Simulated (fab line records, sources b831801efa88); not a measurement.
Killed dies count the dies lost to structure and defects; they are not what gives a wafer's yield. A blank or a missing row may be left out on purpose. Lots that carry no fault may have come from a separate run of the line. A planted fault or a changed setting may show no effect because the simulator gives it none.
Which tool is to blame? || flow sky130 || 12 lots, 36 wafers sampled, at 5 steps of a route of 708

== WHAT THE GAUGES SHOWED, per wafer ==
SKY_POLY_GATE_THK_MEAS_21.
{"lot": "L918", "measured": "day 16 14:38", "on": "film-metro-01", "POLY_GATE_OXIDATION_THK (nm)": "4.08 4.15 4.06"}
{"lot": "L919", "measured": "day 17 01:32", "on": "film-metro-02", "POLY_GATE_OXIDATION_THK (nm)": "4.00 4.03 4.04"}
{"lot": "L920", "measured": "day 17 10:10", "on": "film-metro-03", "POLY_GATE_OXIDATION_THK (nm)": "4.01 4.04 4.08"}
{"lot": "L923", "measured": "day 18 21:43", "on": "film-metro-03", "POLY_GATE_OXIDATION_THK (nm)": "4.16 4.20 4.14"}
{"lot": "L925", "measured": "day 19 10:29", "on": "film-metro-01", "POLY_GATE_OXIDATION_THK (nm)": "4.01 3.98 3.91"}
{"lot": "L927", "measured": "day 19 22:59", "on": "film-metro-03", "POLY_GATE_OXIDATION_THK (nm)": "4.03 4.04 3.98"}
{"lot": "L926", "measured": "day 20 00:07", "on": "film-metro-03", "POLY_GATE_OXIDATION_THK (nm)": "3.89 3.80 3.85"}
{"lot": "L928", "measured": "day 20 10:28", "on": "film-metro-01", "POLY_GATE_OXIDATION_THK (nm)": "3.87 3.86 3.93"}
{"lot": "L931", "measured": "day 22 02:01", "on": "film-metro-03", "POLY_GATE_OXIDATION_THK (nm)": "4.17 4.12 4.08"}
{"lot": "L937", "measured": "day 23 18:50", "on": "film-metro-01", "POLY_GATE_OXIDATION_THK (nm)": "3.97 3.98 4.00"}
{"lot": "L938", "measured": "day 23 23:55", "on": "film-metro-03", "POLY_GATE_OXIDATION_THK (nm)": "3.91 3.99 3.96"}
{"lot": "L940", "measured": "day 24 23:42", "on": "film-metro-02", "POLY_GATE_OXIDATION_THK (nm)": "4.01 4.06 4.05"}

SKY_SD_N_RS_MEAS_17: the measuring method here is four-point-probe.
{"lot": "L918", "measured": "day 27 22:52", "on": "film-metro-02", "SD_P_RS (ohm/sq)": "147.4 147.7 147.5"}
{"lot": "L919", "measured": "day 28 12:50", "on": "film-metro-03", "SD_P_RS (ohm/sq)": "146.7 147.1 147.0"}
{"lot": "L920", "measured": "day 28 19:12", "on": "film-metro-01", "SD_P_RS (ohm/sq)": "147.5 147.5 147.1"}
{"lot": "L923", "measured": "day 30 06:48", "on": "film-metro-02", "SD_P_RS (ohm/sq)": "147.5 147.2 147.4"}
{"lot": "L925", "measured": "day 30 16:52", "on": "film-metro-02", "SD_P_RS (ohm/sq)": "147.6 147.7 147.3"}
{"lot": "L927", "measured": "day 31 04:59", "on": "film-metro-03", "SD_P_RS (ohm/sq)": "146.9 146.6 146.9"}
{"lot": "L926", "measured": "day 31 05:47", "on": "film-metro-02", "SD_P_RS (ohm/sq)": "147.6 147.5 147.7"}
{"lot": "L928", "measured": "day 31 13:45", "on": "film-metro-03", "SD_P_RS (ohm/sq)": "147.2 147.4 147.5"}
{"lot": "L931", "measured": "day 33 00:04", "on": "film-metro-03", "SD_P_RS (ohm/sq)": "147.0 146.8 146.9"}
{"lot": "L937", "measured": "day 34 11:52", "on": "film-metro-02", "SD_P_RS (ohm/sq)": "149.2 149.2 148.9"}
{"lot": "L938", "measured": "day 34 17:48", "on": "film-metro-01", "SD_P_RS (ohm/sq)": "148.6 148.5 148.9"}
{"lot": "L940", "measured": "day 35 14:08", "on": "film-metro-03", "SD_P_RS (ohm/sq)": "146.6 146.7 146.9"}

== TOOL THAT RAN EACH LOT (tool first, then ch and the chambers of the sampled wafers, then the start) ==
{"lot": "L918", "SKY_LDD_LDN_STRIP_12": "plasma-asher-03 ch 0,1, day 22 22:14", "SKY_SD_P_IMPLANT_09": "implanter-04 ch 0, day 25 11:55", "SKY_SD_N_RTA_14": "rtp-anneal-01 ch 0, day 27 22:33"}
{"lot": "L919", "SKY_LDD_LDN_STRIP_12": "plasma-asher-02 ch 0,1, day 23 10:57", "SKY_SD_P_IMPLANT_09": "implanter-03 ch 0, day 26 03:03", "SKY_SD_N_RTA_14": "rtp-anneal-02 ch 0, day 28 12:32"}
{"lot": "L920", "SKY_LDD_LDN_STRIP_12": "plasma-asher-03 ch 0,1, day 23 19:44", "SKY_SD_P_IMPLANT_09": "implanter-03 ch 0, day 26 08:59", "SKY_SD_N_RTA_14": "rtp-anneal-01 ch 0, day 28 18:54"}
{"lot": "L923", "SKY_LDD_LDN_STRIP_12": "plasma-asher-02 ch 0,1, day 25 07:55", "SKY_SD_P_IMPLANT_09": "implanter-03 ch 0, day 27 21:12", "SKY_SD_N_RTA_14": "rtp-anneal-02 ch 0, day 30 06:30"}
{"lot": "L925", "SKY_LDD_LDN_STRIP_12": "plasma-asher-02 ch 0,1, day 25 19:50", "SKY_SD_P_IMPLANT_09": "implanter-04 ch 0, day 28 07:43", "SKY_SD_N_RTA_14": "rtp-anneal-01 ch 0, day 30 16:33"}
{"lot": "L927", "SKY_LDD_LDN_STRIP_12": "plasma-asher-03 ch 0,1, day 26 07:35", "SKY_SD_P_IMPLANT_09": "implanter-02 ch 0, day 28 20:37", "SKY_SD_N_RTA_14": "rtp-anneal-01 ch 0, day 31 04:41"}
{"lot": "L926", "SKY_LDD_LDN_STRIP_12": "plasma-asher-02 ch 0,1, day 26 08:10", "SKY_SD_P_IMPLANT_09": "implanter-04 ch 0, day 28 20:45", "SKY_SD_N_RTA_14": "rtp-anneal-02 ch 0, day 31 05:29"}
{"lot": "L928", "SKY_LDD_LDN_STRIP_12": "plasma-asher-01 ch 0, day 26 18:18", "SKY_SD_P_IMPLANT_09": "implanter-04 ch 0, day 29 06:57", "SKY_SD_N_RTA_14": "rtp-anneal-01 ch 0, day 31 13:27"}
{"lot": "L931", "SKY_LDD_LDN_STRIP_12": "plasma-asher-03 ch 0,1, day 28 07:07", "SKY_SD_P_IMPLANT_09": "implanter-03 ch 0, day 30 16:55", "SKY_SD_N_RTA_14": "rtp-anneal-01 ch 0, day 32 23:44"}
{"lot": "L937", "SKY_LDD_LDN_STRIP_12": "plasma-asher-01 ch 0,1, day 29 20:41", "SKY_SD_P_IMPLANT_09": "implanter-03 ch 0, day 32 06:07", "SKY_SD_N_RTA_14": "rtp-anneal-02 ch 0, day 34 11:34"}
{"lot": "L938", "SKY_LDD_LDN_STRIP_12": "plasma-asher-02 ch 0, day 30 03:04", "SKY_SD_P_IMPLANT_09": "implanter-03 ch 0, day 32 12:47", "SKY_SD_N_RTA_14": "rtp-anneal-01 ch 0, day 34 17:30"}
{"lot": "L940", "SKY_LDD_LDN_STRIP_12": "plasma-asher-03 ch 0,1, day 30 23:14", "SKY_SD_P_IMPLANT_09": "implanter-02 ch 0, day 33 07:43", "SKY_SD_N_RTA_14": "rtp-anneal-01 ch 0, day 35 13:49"}
- SKY_LDD_LDN_STRIP_12: strips in O2/N2.
- SKY_SD_P_IMPLANT_09
- SKY_SD_N_RTA_14: time 2 s.

== AS READ BY THE TOOLS THEMSELVES (means over the sampled wafers that have a number; for cases with no such wafer, the mark the record gives instead) ==
SKY_LDD_LDN_STRIP_12.
{"lot": "L918", "tool": "plasma-asher-03", "drypump-motor-current-A (A)": 5.3, "oes-product-au (a.u.)": 0.713, "strip-time-to-endpoint-s (s)": 14.20}
{"lot": "L919", "tool": "plasma-asher-02", "drypump-motor-current-A (A)": 5.7, "oes-product-au (a.u.)": 0.716, "strip-time-to-endpoint-s (s)": 14.17}
{"lot": "L920", "tool": "plasma-asher-03", "drypump-motor-current-A (A)": 5.6, "oes-product-au (a.u.)": 0.715, "strip-time-to-endpoint-s (s)": 14.18}
{"lot": "L923", "tool": "plasma-asher-02", "drypump-motor-current-A (A)": 5.7, "oes-product-au (a.u.)": 0.719, "strip-time-to-endpoint-s (s)": 14.13}
{"lot": "L925", "tool": "plasma-asher-02", "drypump-motor-current-A (A)": 5.7, "oes-product-au (a.u.)": 0.718, "strip-time-to-endpoint-s (s)": 14.24}
{"lot": "L927", "tool": "plasma-asher-03", "drypump-motor-current-A (A)": 5.6, "oes-product-au (a.u.)": 0.719, "strip-time-to-endpoint-s (s)": 14.18}
{"lot": "L926", "tool": "plasma-asher-02", "drypump-motor-current-A (A)": 5.7, "oes-product-au (a.u.)": 0.716, "strip-time-to-endpoint-s (s)": 14.15}
{"lot": "L928", "tool": "plasma-asher-01", "drypump-motor-current-A (A)": 4.7, "oes-product-au (a.u.)": 0.715, "strip-time-to-endpoint-s (s)": 14.13}
{"lot": "L931", "tool": "plasma-asher-03", "drypump-motor-current-A (A)": 5.6, "oes-product-au (a.u.)": 0.716, "strip-time-to-endpoint-s (s)": 14.17}
{"lot": "L937", "tool": "plasma-asher-01", "drypump-motor-current-A (A)": 5.2, "oes-product-au (a.u.)": 0.716, "strip-time-to-endpoint-s (s)": 14.19}
{"lot": "L938", "tool": "plasma-asher-02", "drypump-motor-current-A (A)": 5.7, "oes-product-au (a.u.)": 0.714, "strip-time-to-endpoint-s (s)": 14.12}
{"lot": "L940", "tool": "plasma-asher-03", "drypump-motor-current-A (A)": 5.6, "oes-product-au (a.u.)": 0.717, "strip-time-to-endpoint-s (s)": 14.14}

SKY_SD_P_IMPLANT_09.
{"lot": "L918", "tool": "implanter-04", "beam-energy-keV": 19.997}
{"lot": "L919", "tool": "implanter-03", "beam-energy-keV": 20.000}
{"lot": "L920", "tool": "implanter-03", "beam-energy-keV": 20.001}
{"lot": "L923", "tool": "implanter-03", "beam-energy-keV": 19.997}
{"lot": "L925", "tool": "implanter-04", "beam-energy-keV": 20.002}
{"lot": "L927", "tool": "implanter-02", "beam-energy-keV": 19.998}
{"lot": "L926", "tool": "implanter-04", "beam-energy-keV": 20.005}
{"lot": "L928", "tool": "implanter-04", "beam-energy-keV": 19.998}
{"lot": "L931", "tool": "implanter-03", "beam-energy-keV": 19.997}
{"lot": "L937", "tool": "implanter-03", "beam-energy-keV": 19.439}
{"lot": "L938", "tool": "implanter-03", "beam-energy-keV": 19.433}
{"lot": "L940", "tool": "implanter-02", "beam-energy-keV": 20.003}

SKY_SD_N_RTA_14.
{"lot": "L918", "tool": "rtp-anneal-01", "lamp-power-pct (%)": 15.75, "wafer_temp_C_max": 1077.9}
{"lot": "L919", "tool": "rtp-anneal-02", "lamp-power-pct (%)": 15.74, "wafer_temp_C_max": 1078.9}
{"lot": "L920", "tool": "rtp-anneal-01", "lamp-power-pct (%)": 15.69, "wafer_temp_C_max": 1078.1}
{"lot": "L923", "tool": "rtp-anneal-02", "lamp-power-pct (%)": 15.77, "wafer_temp_C_max": 1077.7}
{"lot": "L925", "tool": "rtp-anneal-01", "lamp-power-pct (%)": 15.75, "wafer_temp_C_max": 1077.4}
{"lot": "L927", "tool": "rtp-anneal-01", "lamp-power-pct (%)": 15.74, "wafer_temp_C_max": 1077.3}
{"lot": "L926", "tool": "rtp-anneal-02", "lamp-power-pct (%)": 15.70, "wafer_temp_C_max": 1077.5}
{"lot": "L928", "tool": "rtp-anneal-01", "lamp-power-pct (%)": 15.65, "wafer_temp_C_max": 1077.5}
{"lot": "L931", "tool": "rtp-anneal-01", "lamp-power-pct (%)": 15.67, "wafer_temp_C_max": 1078.5}
{"lot": "L937", "tool": "rtp-anneal-02", "lamp-power-pct (%)": 15.77, "wafer_temp_C_max": 1078.2}
{"lot": "L938", "tool": "rtp-anneal-01", "lamp-power-pct (%)": 15.73, "wafer_temp_C_max": 1077.9}
{"lot": "L940", "tool": "rtp-anneal-01", "lamp-power-pct (%)": 15.70, "wafer_temp_C_max": 1078.7}

== THE ANSWER, worked out from the rows above alone ==
Rule: what is usual is taken from the lots themselves. Put in order of their means at a reading, lots are off if they are a third of the lots or fewer, leave a main group of 4 or more, and stand apart from it by a gap of 3 or more times the standard deviation of the main group's means; of several such gaps the widest counts. If all means in a main group match to the digits the tables above print for the reading, that group is not used. A lot without any number at a reading at which 4 lots or more have one is off too. All remaining lots with rows at the step are treated as sound. After the gauges, taken in route order, come the tools' own readings; for these a lot's mean is taken, as printed above. At the first step where some lot is off, the reading lying furthest off is the one used; lots without a number count as furthest.
Off: L937, L938, at SKY_SD_N_RS_MEAS_17 (SD_P_RS). The main group has a mean of 147.2 ohm/sq with a standard deviation of 0.32.
If a tool, at a process step before that reading, ran all the lots that are off and no sound lot after the first of them, it fits. The gauges at SKY_SD_N_RS_MEAS_17 aren't tried: what is off there is off at SKY_SD_P_IMPLANT_09 too, on other tools, and a gauge's error can't cause that. One candidate fits, namely implanter-03 at SKY_SD_P_IMPLANT_09. Its last sound lot is L931 (day 30 16:55), its first lot that is off L937 (day 32 06:07): a fault that began between those two fits.
On the lots that are off, the tool's own readings at SKY_SD_P_IMPLANT_09 differ by more than 5 times the standard deviation of the sound lots' means, which bears it out; beam-energy-keV reads 19.436 there versus 20.000 on the sound lots.

== WHAT THE SIMULATOR PUT IN ==
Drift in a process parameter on implanter-03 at SKY_SD_P_IMPLANT_09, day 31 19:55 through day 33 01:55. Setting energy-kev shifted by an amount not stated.
Shown lots that were struck: L937, L938. The rule above found the same.
